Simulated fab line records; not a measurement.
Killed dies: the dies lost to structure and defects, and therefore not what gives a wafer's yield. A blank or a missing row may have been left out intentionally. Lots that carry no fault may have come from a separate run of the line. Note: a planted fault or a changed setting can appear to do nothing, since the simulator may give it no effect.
The tool behind it: which one? / flow gf180mcu / Sampling: 11 lots, 33 wafers, 4 of 602 route steps

## WHAT THE GAUGES READ, wafer by wafer
GF_M1_THK_MEAS_06: measures by xrf.
lot=L147; measured=day 16 07:51; on=filmMetro-01; M1_ALCU_THK (nm)=458 447 459
lot=L149; measured=day 17 01:13; on=filmMetro-01; M1_ALCU_THK (nm)=448 444 444
lot=L150; measured=day 17 05:51; on=filmMetro-03; M1_ALCU_THK (nm)=449 449 451
lot=L155; measured=day 19 01:05; on=filmMetro-03; M1_ALCU_THK (nm)=424 450 450
lot=L156; measured=day 19 20:58; on=filmMetro-03; M1_ALCU_THK (nm)=448 425 449
lot=L160; measured=day 22 01:05; on=filmMetro-03; M1_ALCU_THK (nm)=454 459 453
lot=L162; measured=day 22 03:44; on=filmMetro-03; M1_ALCU_THK (nm)=466 466 461
lot=L163; measured=day 22 15:06; on=filmMetro-01; M1_ALCU_THK (nm)=446 441 443
lot=L165; measured=day 22 23:35; on=filmMetro-03; M1_ALCU_THK (nm)=449 449 445
lot=L169; measured=day 24 04:22; on=filmMetro-04; M1_ALCU_THK (nm)=453 450 450
lot=L170; measured=day 24 15:49; on=filmMetro-03; M1_ALCU_THK (nm)=454 452 454

## TOOL THAT RAN EACH LOT (tool first, then ch and the chambers of the sampled wafers, then the start)
lot=L147; GF_CONTACT_STRIP_18=plasmaAsher-02 ch 0,1, day 16 06:32; GF_M1_SPUTTER_03=pvdSputter-02, day 16 07:40; GF_M1_SPUTTER_04=pvdSputter-02, day 16 07:41
lot=L149; GF_CONTACT_STRIP_18=plasmaAsher-01 ch 0,1, day 16 23:53; GF_M1_SPUTTER_03=pvdSputter-02, day 17 01:01; GF_M1_SPUTTER_04=pvdSputter-02, day 17 01:02
lot=L150; GF_CONTACT_STRIP_18=plasmaAsher-03 ch 0,1, day 17 04:31; GF_M1_SPUTTER_03=pvdSputter-04, day 17 05:40; GF_M1_SPUTTER_04=pvdSputter-04, day 17 05:41
lot=L155; GF_CONTACT_STRIP_18=plasmaAsher-02 ch 0,1, day 18 23:46; GF_M1_SPUTTER_03=pvdSputter-04, day 19 00:55; GF_M1_SPUTTER_04=pvdSputter-04, day 19 00:56
lot=L156; GF_CONTACT_STRIP_18=plasmaAsher-01 ch 0,1, day 19 19:40; GF_M1_SPUTTER_03=pvdSputter-04, day 19 20:46; GF_M1_SPUTTER_04=pvdSputter-04, day 19 20:47
lot=L160; GF_CONTACT_STRIP_18=plasmaAsher-03 ch 0,1, day 21 23:47; GF_M1_SPUTTER_03=pvdSputter-03, day 22 00:55; GF_M1_SPUTTER_04=pvdSputter-03, day 22 00:56
lot=L162; GF_CONTACT_STRIP_18=plasmaAsher-03 ch 0,1, day 22 02:26; GF_M1_SPUTTER_03=pvdSputter-02, day 22 03:34; GF_M1_SPUTTER_04=pvdSputter-02, day 22 03:35
lot=L163; GF_CONTACT_STRIP_18=plasmaAsher-01 ch 0,1, day 22 13:47; GF_M1_SPUTTER_03=pvdSputter-02, day 22 14:54; GF_M1_SPUTTER_04=pvdSputter-02, day 22 14:55
lot=L165; GF_CONTACT_STRIP_18=plasmaAsher-03 ch 0,1, day 22 22:14; GF_M1_SPUTTER_03=pvdSputter-04, day 22 23:23; GF_M1_SPUTTER_04=pvdSputter-04, day 22 23:25
lot=L169; GF_CONTACT_STRIP_18=plasmaAsher-02 ch 0, day 24 01:36; GF_M1_SPUTTER_03=pvdSputter-04, day 24 04:11; GF_M1_SPUTTER_04=pvdSputter-04, day 24 04:13
lot=L170; GF_CONTACT_STRIP_18=plasmaAsher-01 ch 0,1, day 24 14:30; GF_M1_SPUTTER_03=pvdSputter-02, day 24 15:38; GF_M1_SPUTTER_04=pvdSputter-02, day 24 15:40
- GF_CONTACT_STRIP_18: strips in O2/N2.
- GF_M1_SPUTTER_03: material Ti, target thk 10 nm, time 6.7 s.
- GF_M1_SPUTTER_04: material TiN, target thk 50 nm, time 41.7 s.

## THE ANSWER, worked out from the rows above alone
Rule: usual is defined by the lots themselves. The widest of any qualifying gaps counts: lots, ordered by their means at a reading, are off when they make up no more than a third of the lots, leave a main group of 4 or more, and stand apart from it by 3 or more times the standard deviation of that group's means. If all means in a main group match to the digits the tables above print for the reading, that group is not used. A lot without any number at a reading at which 4 lots or more have one is off too. Where the step has rows for the other lots, those lots are counted as sound.
Nothing can be told from this: no lot is off at any reading shown.

## WHAT WAS PUT IN BY THE SIMULATOR
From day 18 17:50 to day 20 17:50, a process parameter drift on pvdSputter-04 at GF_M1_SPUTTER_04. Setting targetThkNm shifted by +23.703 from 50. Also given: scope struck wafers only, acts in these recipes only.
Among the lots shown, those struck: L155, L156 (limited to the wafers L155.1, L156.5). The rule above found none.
